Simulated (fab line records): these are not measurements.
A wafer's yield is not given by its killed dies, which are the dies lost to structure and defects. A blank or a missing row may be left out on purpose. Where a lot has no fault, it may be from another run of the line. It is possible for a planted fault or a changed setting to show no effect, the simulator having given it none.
Code-filled problem report in 8D (eight disciplines) form ; flow gf180mcu ; the parts of the form that need people (team, actions taken, sign-off) are left out

== 1. THE PROBLEM ==
Mean of cdNm at GF_TOP_METAL_CD_MEAS_14: 464.4 nm over 2 wafers from 1 lot, against 440.1 nm (standard deviation 2.5) on wafers with no fault. Relative to the usual mean, that is a shift of +9.7 standard deviations.
The step: target cd 440 nm.
Earliest sighting: wafer L325.1 on cdSem-01 at day 32 16:45. The record holds 33 wafers of 11 lots with a number at this step. Rule for "out" (also "out of limits"): further than 4 standard deviations from the usual mean. Any other wafer with a number is counted as sound.

== 2. WHAT IT IS, AND WHAT IT ISN'T ==
question;is;is not
which readings at this step;cdNm;-
which lots;L325;L311, L312, L314, L315, L316, L318, L319, L328, L332, L333
which wafers of those lots;L325.1, L325.3;L325.4
read on which gauges;cdSem-01;cdSem-02
when;from day 32 16:45;"up to then (22 sound wafers); but 9 sound wafers of L328, L332, L333 came after"

== 3. THE SUSPECTS, EACH WITH WHAT RULES IT OUT ==
Counting: any tool at a process step up to the reading remains a suspect provided it ran every lot that is out. Sound lots after the first of them don't rule it out here, since some wafers of a struck lot are sound.
- the gauge at GF_TOP_METAL_CD_MEAS_14 is ruled out. All the wafers that are out were read on cdSem-01, but those of them that GF_TOP_METAL_STRIP_17 has rows for are out there too, on other tools.
- pvdSputter-01 at GF_V4_SPUTTER_21 (material Ti, target thk 15 nm, time 80.02 s): kept. L325, the lot that is out, went through it at day 29 11:02; up to then, the latest sound lot through it was L319 at day 27 14:43.
- lithoTrack-01 at GF_TOP_METAL_COAT_09 (resist thk 1500 nm): kept. L325, the lot that is out, went through it at day 32 08:24; up to then, the latest sound lot through it was L316 at day 29 07:21.
What counting leaves: pvdSputter-01 at GF_V4_SPUTTER_21 and lithoTrack-01 at GF_TOP_METAL_COAT_09.

== 4. THE CAUSE (what the simulator had put in) ==
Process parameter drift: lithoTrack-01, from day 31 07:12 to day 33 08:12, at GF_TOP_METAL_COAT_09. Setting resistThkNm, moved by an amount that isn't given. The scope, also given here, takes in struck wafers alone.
Counting left 2 suspects, and this tool is among them.

== 5. THE EFFECT CHAIN, in route order ==
Rows list readings where the struck wafers' mean (over those with a number) sits beyond 3 standard deviations from the usual. Readings are gone through only where the record gives a usual standard deviation; hours: the median, over the lots, of the time from a lot's start at the first step in this table giving one to that lot's start at this step; sigmas: the change measured in usual standard deviations.
hours;step;reading;usual;on struck wafers;change;sigmas
0;GF_TOP_METAL_CD_MEAS_14;cdNm;440.1 nm;464.4;+24.2;+9.7
0;GF_TOP_METAL_STRIP_17;stripTimeToEndpointS;12.95 s;16.51;+3.56;+36
Here are the process steps it includes:
- GF_TOP_METAL_STRIP_17: strips in O2/N2.
Later measuring or inspecting steps at which every struck wafer that the step has a row for has a number for every such reading, and none has moved that far: GF_TOP_METAL_OVL_MEAS_15.

== 6. WHAT WOULD HAVE CAUGHT IT SOONER ==
Counted from the fault's start at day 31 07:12, it took 34 hours until the first out-of-limits reading at a measuring or inspecting step in this record, taken at day 32 16:45.
Tool readings at GF_TOP_METAL_COAT_09 with a usual standard deviation given in the record: none out on any struck wafer, hence no alarm at a limit of 4 standard deviations on them.
Lots out: 1; all had begun GF_TOP_METAL_COAT_09 on lithoTrack-01 by day 32 16:45. Tool hold at that time: it would have spared none of them.
